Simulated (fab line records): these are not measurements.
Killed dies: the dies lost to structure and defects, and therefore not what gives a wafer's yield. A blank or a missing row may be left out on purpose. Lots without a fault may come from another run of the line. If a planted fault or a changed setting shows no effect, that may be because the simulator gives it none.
Code-filled problem report in 8D (eight disciplines) form    flow sky130    the parts of the form that need people (team, actions taken, sign-off) are left out

== 1. WHAT WENT WRONG ==
Mean of ramp_down_c_per_s at SKY_SD_N_RTA_14: 36.008 across 6 wafers in 2 lots; on wafers with no fault it is 90.002 (standard deviation 0.016). That is -99 or more standard deviations from the usual mean.
The step: time 2 s.
Earliest sighting: wafer L273.1 on rtp_anneal-02 at day 31 12:54. Wafers with a number at this step in the record: 18, from 6 lots. Rule for "out" (also "out of limits"): further than 4 standard deviations from the usual mean. All remaining wafers that have a number are taken as sound.

== 2. WHAT THIS IS AND IS NOT ==
question                     is                      is not
which readings at this step  ramp_down_c_per_s       lamp_power_pct
which lots                   L273, L274              L263, L275, L277, L284
which wafers of those lots   all that have a number  -
read on which tools          rtp_anneal-02           rtp_anneal-01
when                         from day 31 12:54       up to then (3 sound wafers); but 9 sound wafers of L275, L277, L284 came after

== 3. SUSPECTS, AND WHAT RULES EACH OUT ==
Counting: a tool at any process step up to the reading remains a suspect when it ran all the lots that are out and ran no sound lot after the first of those.
- rtp_anneal-02 at SKY_SD_N_RTA_14 (time 2 s): ruled out as a lasting fault. Following L273 (day 31 12:54), the first lot on it that is out, the sound lots L284 were run on it.
Left after counting: nothing in the record.

== 4. THE CAUSE (what the simulator had put in) ==
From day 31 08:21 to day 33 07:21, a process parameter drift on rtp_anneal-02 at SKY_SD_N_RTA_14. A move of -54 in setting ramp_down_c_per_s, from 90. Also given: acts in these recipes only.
Counting ruled it out, wrongly.

== 5. THE CHAIN OF EFFECTS, in route order ==
Each row: a reading whose mean over the struck wafers that have a number lies more than 3 standard deviations from the usual. Scope: only readings with a usual standard deviation given in the record; hours: median across lots of the time from each lot's start at the first step in this table that gives one to its start at this step; sigmas: change in usual standard deviations.
hours  step             reading            usual   on struck wafers  change   sigmas
0      SKY_SD_N_RTA_14  ramp_down_c_per_s  90.002  36.008            -53.994  -99 or more
Here are the process steps it includes:
- SKY_SD_N_RTA_14: time 2 s.

== 6. WHAT WOULD HAVE CAUGHT IT SOONER ==
5 hours passed between the start of the fault at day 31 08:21 and the first reading out of limits in this record, taken at day 31 12:54.
